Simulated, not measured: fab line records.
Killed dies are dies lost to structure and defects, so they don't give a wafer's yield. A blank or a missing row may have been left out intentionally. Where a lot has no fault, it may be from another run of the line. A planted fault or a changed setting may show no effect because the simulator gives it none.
Matching of chambers -- flow gf180mcu -- GF_V3_CVD_00 on hdpcvd-02 has 3 sister chambers
The step deposits SiO2, target thk 600 nm, time 100 s. 3 wafers are shown with their chamber, then 8 later ones without.

== EACH WAFER AND ITS CHAMBER ==
wafer,chamber,sih4 flow sccm (sccm)
L584.1,0,60.05
L587.4,2,60.15
L588.3,1,60.06

== WAFERS WHOSE CHAMBER IS MISSING ==
wafer,sih4 flow sccm (sccm)
L588.4,60.02
L589.2,60.36
L589.3,59.98
L589.5,60.05
L593.3,60.09
L593.6,59.93
L595.1,59.77
L595.4,59.97

== WHICH CHAMBER EACH ONE RAN IN ==
wafer,from the rows above,in truth
L588.4,can't be placed: 0 or 1 or 2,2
L589.2,can't be placed: 2 or 1 or 0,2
L589.3,can't be placed: 0 or 1 or 2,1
L589.5,can't be placed: 0 or 1 or 2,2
L593.3,can't be placed: 1 or 0 or 2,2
L593.6,can't be placed: 0 or 1 or 2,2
L595.1,can't be placed: 0 or 1 or 2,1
L595.4,can't be placed: 0 or 1 or 2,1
Correct placement for 0 of the 8. From these rows, 8 cannot be placed; in 8 the true chamber is one of the candidates. Placed wrongly: 0.
How it was worked out, from the rows above alone: a wafer's distance from a chamber is the root of the sum, over the readings, of the square of ((its reading less the chamber's mean) divided by the reading's scatter). The wafer belongs to the nearest chamber; if the next one is less than 2 further off, it can't be placed. A chamber's mean is the mean of its shown wafers. The scatter (one wafer shown for each chamber): square how far every hidden wafer sits from the nearest shown wafer, average those squares and take the square root.
